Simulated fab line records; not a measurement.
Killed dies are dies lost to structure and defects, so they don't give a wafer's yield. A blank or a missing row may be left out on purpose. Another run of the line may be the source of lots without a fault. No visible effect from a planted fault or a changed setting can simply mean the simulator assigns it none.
Struck lot and sound lot, side by side || flow sky130 || 19 out of 708 route steps
Sound: wafers L182.1, L182.4, L182.5. Wafers L191.2, L191.4, L191.6 were the ones struck. The cause is named last.
Order at every step that has rows: each side's tool, ch and its chambers, its first start. Under that, the readings that differ: sound wafers || struck wafers || difference of the means || sigmas: that difference in standard deviations of wafers without a fault.
alike: readings whose means differ by less than 2 such deviations, and words and numbers that are the same on both sides. not compared: withheld readings, readings that some wafer has no value for, bounds like >300 that may hide the same value, and numbers for which the record gives no deviation and whose values overlap.
A row with sigmas, a row that says differs or no value, or rows on one side alone: a step with any of these is where the two part. Numbers that have no deviation but don't overlap get no sigmas and don't part them. A reading that every wafer of one side lacks parts them only if that side has two wafers or more.

first, 4 steps without rows for these wafers: SKY_NWELL_SOFTBAKE_06; SKY_NWELL_EXPOSE_07 (exposes mask NWM, target cd 840 nm); SKY_NWELL_PEB_08; SKY_NWELL_DEVELOP_09 (develop time 60 s).
SKY_NWELL_OVL_MEAS_10:
  sound on overlay-02, day 4 12:04; struck on overlay-01, day 6 19:13
  alike: NWELL_00_OVL
then, 3 steps without rows for these wafers: SKY_NWELL_IMPLANT_11; SKY_NWELL_IMPLANT_12; SKY_NWELL_IMPLANT_13.
SKY_NWELL_STRIP_14: strips in O2/N2.
  sound on plasma asher-03 ch 0,1, day 4 12:33; struck on plasma asher-01 ch 0,1, day 6 19:42
  alike: drypump motor current A, oes product au, strip time to endpoint s
  not compared: rf hours counter h
SKY_NWELL_TW_MEAS_15:
  sound on film metro-03, day 4 12:39; struck on film metro-04, day 6 19:49
  alike: NWELL_TW
then, 2 steps without rows for these wafers: SKY_NWELL_DEHYDRATE_16 (time 60 s); SKY_NWELL_HMDS_17 (prime time 60 s).
SKY_NWELL_COAT_18: resist thk 3000 nm.
  struck on litho track-03, day 7 03:19; sound on litho track-01 ch 0, day 4 20:38
  no value came back on the struck wafers for chill plate temp C (C), dispense pressure kPa (kPa); on the sound wafers chill plate temp C (C) reads 23.07 23.14 23.02
then, 4 steps without rows for these wafers: SKY_NWELL_SOFTBAKE_19; SKY_NWELL_EXPOSE_20 (exposes mask NWM COMPLEMENT, target cd 840 nm); SKY_NWELL_PEB_21; SKY_NWELL_DEVELOP_22 (develop time 60 s).
SKY_NWELL_OVL_MEAS_23:
  sound on overlay-02, day 5 05:22; struck on overlay-02, day 7 13:56
{"reading": "NWELL_01_OVL (nm)", "sound": "0.1 0.4 -0.3", "struck": "- - -", "difference": "no value on the struck wafers", "sigmas": ""}
then, 1 step without rows for these wafers: SKY_NWELL_IMPLANT_24.

## WHERE THEY PART
At SKY_NWELL_COAT_18 first; at SKY_NWELL_OVL_MEAS_23 last (within this record only).

WHY: the cause the simulator had injected
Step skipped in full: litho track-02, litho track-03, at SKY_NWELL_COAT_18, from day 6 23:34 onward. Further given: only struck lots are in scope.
